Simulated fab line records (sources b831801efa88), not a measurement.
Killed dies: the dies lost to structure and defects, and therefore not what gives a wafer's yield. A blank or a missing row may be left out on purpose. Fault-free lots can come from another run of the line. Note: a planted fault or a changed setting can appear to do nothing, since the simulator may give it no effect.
Struck lot and sound lot, side by side ; flow sky130 ; 15 out of 708 route steps
Sound: the wafers L370.4, L370.5, L370.6. Wafers struck: L378.1, L378.4. Last of all comes the cause.
Order at every step that has rows: each side's tool, ch and its chambers, its first start. Under that, the readings that differ: sound wafers ; struck wafers ; difference of the means ; sigmas: that difference in standard deviations of wafers without a fault.
alike: words and numbers the same on both sides, and readings whose means are apart by under 2 such deviations; not compared: readings that were withheld, readings missing a value for some wafer, numbers with overlapping values and no deviation given by the record, and bounds like >300 which may hide the same value.
Wherever a step has rows on one side only, a row that says differs or no value, or a row with sigmas, the two part there. Non-overlapping numbers with no deviation appear without sigmas and do not part them. A reading missing from all wafers of one side parts the sides only when that side holds two or more wafers.

first, 3 steps without rows for these wafers: SKY_VIA3_STRIP_17 (strips in post etch residue remover, time 1200 s); SKY_VIA3_CLEAN_18 (cleans in IPA, time 180 s); SKY_VIA3_CLEAN_19 (cleans in O3/DIW).
SKY_VIA3_SPUTTER_20: material TiN, target thk 20 nm, time 80 s.
  sound on pvd sputter-02 at day 42 07:19; struck on pvd sputter-04 at day 42 16:40
  alike: chamber pressure pa, throttle valve pct
SKY_VIA3_CVD_21: deposits W, target thk 390 nm, time 117.31 s.
  sound on cvd w-01 ch 0,1, day 42 07:25; struck on cvd w-01 ch 0,1, day 42 16:43
  alike: heater power w
SKY_VIA3_RS_MEAS_22: a four-point-probe measurement.
  sound on film metro-03 at day 42 07:34; struck on film metro-03 at day 42 16:50
  alike: VIA3_W_RS
SKY_VIA3_THK_MEAS_23: measures by xrf.
  sound on film metro-03 at day 42 07:39; struck on film metro-03 at day 42 16:58
  alike: VIA3_W_THK
SKY_VIA3_CMP_24: polishes, stops on SiO2, t overpolish 20 s, target thk 0 nm.
  sound on cmp-01 ch 1,2,3, day 42 07:47; struck on cmp-01 ch 0,3, day 42 17:04
  alike: motor current A, overpolish run s, slurry filter dp kPa, time to endpoint s
SKY_METAL4_SPUTTER_00: material Ti, target thk 15 nm, time 10 s.
  sound on pvd sputter-03 at day 42 07:59; struck on pvd sputter-04 at day 42 17:19
  alike: chamber pressure pa, throttle valve pct
then, 3 steps without rows for these wafers: SKY_METAL4_SPUTTER_01 (material TiN, target thk 20 nm, time 16.7 s); SKY_METAL4_SPUTTER_02 (material AlCu, target thk 735 nm, time 39.1 s); SKY_METAL4_SPUTTER_03 (material Ti, target thk 5 nm, time 3.3 s).
SKY_METAL4_SPUTTER_04: material TiN, target thk 70 nm, time 58.3 s.
  sound on pvd sputter-03 at day 42 08:05; struck on pvd sputter-04 at day 42 17:26
reading;sound;struck;difference;sigmas
model.TiN_of_METAL4_SPUTTER_04.thk nm (nm);69.13 69.38 68.56;77.35 77.22;+8.26;
  alike: chamber pressure pa, throttle valve pct
SKY_CAP2M_CVD_00: deposits SiO2, target thk 15.5 nm.
  sound on pecvd-02 ch 0,1,2, day 42 08:09; struck on pecvd-02 ch 0, day 42 17:29
  alike: heater power w
SKY_PAD_OPEN_PROBE_99:
  rows exist in the record for the sound wafers here (prober-02, day 48 10:15), none for the struck ones

## WHERE THEY PART
At SKY_PAD_OPEN_PROBE_99 and nowhere else, as far as this record goes.

WHY: what the simulator had put in
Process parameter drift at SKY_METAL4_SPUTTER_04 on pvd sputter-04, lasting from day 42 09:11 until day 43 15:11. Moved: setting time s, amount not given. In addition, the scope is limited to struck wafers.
